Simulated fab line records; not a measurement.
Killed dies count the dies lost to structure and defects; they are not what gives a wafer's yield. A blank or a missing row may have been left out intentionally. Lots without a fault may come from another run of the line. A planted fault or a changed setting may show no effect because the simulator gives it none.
Comparing a struck lot with a sound one -- flow sky130 -- 38 steps out of a route of 708
Sound: the wafers L481.3, L481.5, L481.6. Wafers struck: L469.1, L469.4, L469.6. Last of all comes the cause.
Each step with rows lists, per side, the tool, then ch with its chambers, then its first start. Under that, the readings that differ: sound wafers -- struck wafers -- difference of the means -- sigmas: that difference in standard deviations of wafers without a fault.
alike: readings whose means differ by less than 2 such deviations, and words and numbers that are the same on both sides. not compared: withheld readings, readings that some wafer has no value for, bounds like >300 that may hide the same value, and numbers for which the record gives no deviation and whose values overlap.
A row with sigmas, a row that says differs or no value, or rows on one side alone: a step with any of these is where the two part. Numbers that don't overlap but have no deviation are shown without sigmas and don't part them. A reading that every wafer of one side lacks parts them only if that side has two wafers or more.

first, 9 steps without rows for these wafers: SKY_VIA2_SPUTTER_20 (material TiN, target thk 20 nm, time 80 s); SKY_VIA2_CVD_21 (deposits W, target thk 420 nm, time 126.4 s); SKY_VIA2_CMP_24 (polishes, stops on SiO2, t overpolish 20 s, target thk 0 nm); SKY_METAL3_SPUTTER_00 (material Ti, target thk 15 nm, time 10 s); SKY_METAL3_SPUTTER_01 (material TiN, target thk 20 nm, time 16.7 s); SKY_METAL3_SPUTTER_02 (material AlCu, target thk 735 nm, time 39.1 s); SKY_METAL3_SPUTTER_03 (material Ti, target thk 5 nm, time 3.3 s); SKY_METAL3_SPUTTER_04 (material TiN, target thk 70 nm, time 58.3 s); SKY_CAPM_CVD_00 (deposits SiO2, target thk 15.5 nm).
SKY_CAPM_SPUTTER_02: material TiN, target thk 200 nm, time 166.7 s.
  struck on pvd-sputter-04, day 39 10:01; sound on pvd-sputter-02, day 42 13:20
reading,sound,struck,difference,sigmas
model.TiN_of_CAPM_SPUTTER_02.thk-nm (nm),199.4 200.4 197.9,186 186.1 188.5,-12,
  alike: chamber-pressure-pa, throttle-valve-pct
SKY_CAPM_RS_MEAS_03: a four-point-probe measurement.
  struck on film-metro-04, day 39 10:07; sound on film-metro-02, day 42 13:29
reading,sound,struck,difference,sigmas
CAPM_TIN_RS (ohm/sq),6.93 6.91 7.00,7.42 7.44 7.35,+0.46,+6
SKY_CAPM_THK_MEAS_04: measures by xrf.
  struck on film-metro-04, day 39 10:14; sound on film-metro-02, day 42 13:35
reading,sound,struck,difference,sigmas
CAPM_TIN_THK (nm),197.3 198.3 195.3,185.8 184.9 187.3,-11.0,-5
then, 7 steps without rows for these wafers: SKY_CAPM_DEHYDRATE_05 (time 60 s); SKY_CAPM_HMDS_06 (prime time 60 s); SKY_CAPM_COAT_07 (resist thk 1140 nm); SKY_CAPM_SOFTBAKE_08 (time 60 s); SKY_CAPM_EXPOSE_09 (exposes mask CAPM, target cd 1000 nm); SKY_CAPM_PEB_10; SKY_CAPM_DEVELOP_11 (develop time 60 s).
SKY_CAPM_METAL_ETCH_13: etches TiN in Cl2/BCl3, stops on SiO2, target depth 220 nm, time 62.9 s.
  sound on rie-metal-03 ch 0,1, day 43 13:05; struck on rie-metal-02 ch 0,1, day 40 10:49
reading,sound,struck,difference,sigmas
oes-product-au (a.u.),0.947 0.933 0.934,0.895 0.906 0.908,-0.035,-5
throttle-valve-pct (%),21.894 21.910 21.910,21.923 21.937 21.921,+0.022,+2
  alike: drypump-motor-current-A
  not compared: rf-hours-counter-h
then, 16 steps without rows for these wafers: SKY_CAPM_STRIP_14 (strips in O2/N2); SKY_CAPM_STRIP_15 (strips in post etch residue remover, time 1200 s); SKY_CAPM_CLEAN_16 (cleans in IPA, time 180 s); SKY_CAPM_CLEAN_17 (cleans in O3/DIW); SKY_METAL3_DEHYDRATE_05 (time 60 s); SKY_METAL3_HMDS_06 (prime time 60 s); SKY_METAL3_COAT_07 (resist thk 60 nm); SKY_METAL3_COAT_08 (resist thk 1140 nm); SKY_METAL3_SOFTBAKE_09 (time 90 s); SKY_METAL3_EXPOSE_10 (exposes mask MM3, target cd 300 nm); SKY_METAL3_PEB_11; SKY_METAL3_DEVELOP_12 (develop time 60 s); SKY_METAL3_DESCUM_15 (chemistry O2, time 8 s); SKY_METAL3_ETCH_16 (etches BARC in N2/H2, stops on SiO2, time 88.2 s, target depth 60 nm); SKY_METAL3_ETCH_17 (etches SiO2 in C4F8/O2/Ar, stops on TiN, time 3.9 s, target depth 15 nm); SKY_METAL3_METAL_ETCH_18 (etches the open film in Cl2/BCl3, stops on SiO2, target depth 845 nm, time 183.1 s).
SKY_METAL3_STRIP_20: strips in post etch residue remover, time 1200 s.
  sound on wet-bench-02 ch 1, day 44 12:52; struck on wet-bench-03 ch 3, day 41 12:17
reading,sound,struck,difference,sigmas
model.TiN_of_CAPM_SPUTTER_02.thk-nm (nm),198.6 199.5 197.1,185.2 185.3 187.7,-12.3,
  alike: bath-heat-duty-pct
-- the record jumps here: 7 days lie between the struck wafers' starts before and after (it left off in module METAL3 and takes up again in module PAD_OPEN, whose first step shown is number 708 of the route) --
SKY_PAD_OPEN_PROBE_99:
  struck on prober-01, day 48 05:12; sound on prober-01, day 50 12:53
reading,sound,struck,difference,sigmas
model.etest.cap-mim.plate-ohm-sq,5.972 6.014 5.981,6.476 6.489 6.418,+0.472,
  alike: defect-limited-yield, killed_at_M0_to_M3, killed_at_M4_up, killed-at-contacts, killed-at-front-end, killed-at-other, killed-dies, killed-open, killed-short, sort_bin_3_pad_short, sort_bin_5_function, sort_bin_6_memory, sort-n-pass, sort-yield-pct

WHERE THEY PART
Last at SKY_CAPM_METAL_ETCH_13 as far as this record goes, first at SKY_CAPM_RS_MEAS_03. Later steps at which nothing parts them and some readings are alike: SKY_METAL3_STRIP_20, SKY_PAD_OPEN_PROBE_99.

WHY: whatever the simulator had introduced
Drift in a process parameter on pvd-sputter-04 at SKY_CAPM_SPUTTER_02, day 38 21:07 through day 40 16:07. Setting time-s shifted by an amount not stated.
